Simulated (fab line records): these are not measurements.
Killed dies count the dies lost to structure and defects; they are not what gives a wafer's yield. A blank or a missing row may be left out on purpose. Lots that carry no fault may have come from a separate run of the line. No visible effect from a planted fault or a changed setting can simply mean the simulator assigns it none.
Which tool is to blame? | flow gf180mcu | 42 wafers from 14 lots sampled at 4 of the route's 602 steps

WHAT THE GAUGES SHOWED, per wafer
GF_V5_OVL_MEAS_15.
lot  | measured     | on         | V5_OVL (nm)
L333 | day 27 21:11 | overlay-01 | 2 -2 0
L336 | day 28 10:11 | overlay-02 | -1 1 -7
L335 | day 28 14:49 | overlay-02 | -4 -4 -8
L338 | day 29 03:38 | overlay-01 | -2 -4 1
L339 | day 29 14:34 | overlay-01 | -1 6 7
L341 | day 29 23:10 | overlay-01 | 0 1 4
L342 | day 30 13:14 | overlay-02 | -5 4 -4
L343 | day 30 15:29 | overlay-01 | 2 3 4
L344 | day 30 20:10 | overlay-01 | 5 -1 1
L345 | day 31 01:25 | overlay-01 | 2 -2 0
L347 | day 31 16:53 | overlay-01 | 3 4 2
L349 | day 32 02:44 | overlay-02 | 11 9 7
L350 | day 32 11:14 | overlay-01 | 1 -5 1
L354 | day 33 07:12 | overlay-02 | 6 2 5

GF_V5_RS_MEAS_24: a four-point-probe measurement.
lot  | measured     | on            | V5_W_RS (ohm/sq)
L333 | day 27 22:09 | film metro-03 | 0.330 0.331 0.332
L336 | day 28 11:08 | film metro-02 | 0.328 0.320 0.328
L335 | day 28 15:47 | film metro-02 | 0.329 0.332 0.324
L338 | day 29 04:35 | film metro-02 | 0.325 0.321 0.327
L339 | day 29 15:31 | film metro-03 | 0.324 0.331 0.333
L341 | day 30 00:10 | film metro-02 | 0.331 0.329 0.329
L342 | day 30 14:12 | film metro-01 | 0.330 0.332 0.334
L343 | day 30 16:26 | film metro-02 | 0.329 0.325 0.326
L344 | day 30 21:35 | film metro-03 | 0.328 0.324 0.329
L345 | day 31 02:23 | film metro-03 | 0.325 0.323 0.329
L347 | day 31 17:50 | film metro-02 | 0.327 0.328 0.326
L349 | day 32 03:40 | film metro-02 | 0.329 0.325 0.329
L350 | day 32 12:13 | film metro-03 | 0.327 0.321 0.326
L354 | day 33 08:09 | film metro-02 | 0.324 0.327 0.327

TOOL THAT RAN EACH LOT (tool first, then ch and the chambers of the sampled wafers, then the start)
lot  | GF_V5_SOFTBAKE_10                 | GF_V5_CVD_23
L333 | litho track-02 ch 0, day 27 10:00 | cvd w-02 ch 0,1, day 27 22:02
L336 | litho track-02 ch 0, day 27 23:00 | cvd w-01 ch 0,1, day 28 11:01
L335 | litho track-02 ch 0, day 28 04:00 | cvd w-02 ch 0,1, day 28 15:40
L338 | litho track-02 ch 0, day 28 18:00 | cvd w-01 ch 0,1, day 29 04:28
L339 | litho track-01 ch 0, day 29 04:00 | cvd w-02 ch 0,1, day 29 15:25
L341 | litho track-01 ch 0, day 29 13:00 | cvd w-01 ch 0,1, day 30 00:04
L342 | litho track-01 ch 0, day 30 03:00 | cvd w-02 ch 0,1, day 30 14:05
L343 | litho track-03 ch 0, day 30 06:00 | cvd w-01 ch 0,1, day 30 16:18
L344 | litho track-01 ch 0, day 30 11:00 | cvd w-01 ch 0,1, day 30 21:29
L345 | litho track-01 ch 0, day 30 16:00 | cvd w-01 ch 1, day 31 02:17
L347 | litho track-01 ch 0, day 31 08:00 | cvd w-02 ch 0,1, day 31 17:42
L349 | litho track-01 ch 0, day 31 18:00 | cvd w-02 ch 0,1, day 32 03:32
L350 | litho track-02 ch 0, day 32 03:00 | cvd w-01 ch 0,1, day 32 12:05
L354 | litho track-02 ch 0, day 32 23:00 | cvd w-02 ch 0,1, day 33 08:01
- GF_V5_SOFTBAKE_10: time 60 s.
- GF_V5_CVD_23: deposits W, target thk 350 nm, time 104.9 s.

AS READ BY THE TOOLS THEMSELVES (means over the sampled wafers that have a number; for cases with no such wafer, the mark the record gives instead)
GF_V5_SOFTBAKE_10.
lot  | tool           | heater power total W (W) | run length s (s)
L333 | litho track-02 | 93.08                    | 89.03
L336 | litho track-02 | 93.06                    | 89.02
L335 | litho track-02 | 93.03                    | 89.13
L338 | litho track-02 | 93.08                    | 89.10
L339 | litho track-01 | 93.05                    | 89.09
L341 | litho track-01 | 93.10                    | 89.00
L342 | litho track-01 | 93.06                    | 89.15
L343 | litho track-03 | 93.02                    | 89.18
L344 | litho track-01 | 93.06                    | 89.23
L345 | litho track-01 | 94.65                    | 86.25
L347 | litho track-01 | 94.60                    | 86.32
L349 | litho track-01 | 94.68                    | 86.17
L350 | litho track-02 | 93.10                    | 88.99
L354 | litho track-02 | 93.07                    | 89.08

GF_V5_CVD_23.
lot  | tool     | heater power w (W)
L333 | cvd w-02 | 854
L336 | cvd w-01 | 927
L335 | cvd w-02 | 888
L338 | cvd w-01 | 945
L339 | cvd w-02 | 875
L341 | cvd w-01 | 921
L342 | cvd w-02 | 955
L343 | cvd w-01 | 915
L344 | cvd w-01 | 927
L345 | cvd w-01 | 986
L347 | cvd w-02 | 950
L349 | cvd w-02 | 880
L350 | cvd w-01 | 945
L354 | cvd w-02 | 890

THE ANSWER, worked out from the rows above alone
Rule: what is usual is taken from the lots themselves. The widest of any qualifying gaps counts: lots, ordered by their means at a reading, are off when they make up no more than a third of the lots, leave a main group of 4 or more, and stand apart from it by 3 or more times the standard deviation of that group's means. A main group whose means are all the same, to the digits that the tables above print for the reading, isn't used. Also off: a lot with no number at a reading for which 4 or more lots have one. Any other lot the step has rows for is counted as sound. Order of review: gauges by route order, followed by the tools' own readings, for which a lot's mean as printed above is used. At the first step where some lot is off, the reading lying furthest off is the one used; lots without a number count as furthest.
Off: L345, L347, L349 (GF_V5_SOFTBAKE_10, heater power total W). The main group: mean 93.06 W, standard deviation 0.024.
If a tool, at that step or one of the process steps before it, ran each lot that is off and ran no sound lot following the first of them, it fits. One fits: GF_V5_SOFTBAKE_10 on litho track-01. Its last sound lot is L344 (day 30 11:00), its first lot that is off L345 (day 30 16:00): a fault that began between those two fits.
The tool's own readings at GF_V5_SOFTBAKE_10 bear it out: on the lots that are off they differ by more than 5 times the standard deviation of the sound lots' means. heater power total W reads 94.64 W there against 93.06 W on the sound lots; run length s reads 86.25 s there against 89.09 s on the sound lots.

WHAT THE SIMULATOR HAD PUT IN
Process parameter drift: litho track-01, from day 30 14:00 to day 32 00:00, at GF_V5_SOFTBAKE_10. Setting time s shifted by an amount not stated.
Struck lots among those shown: L345, L347, L349. The same result came from the rule above.
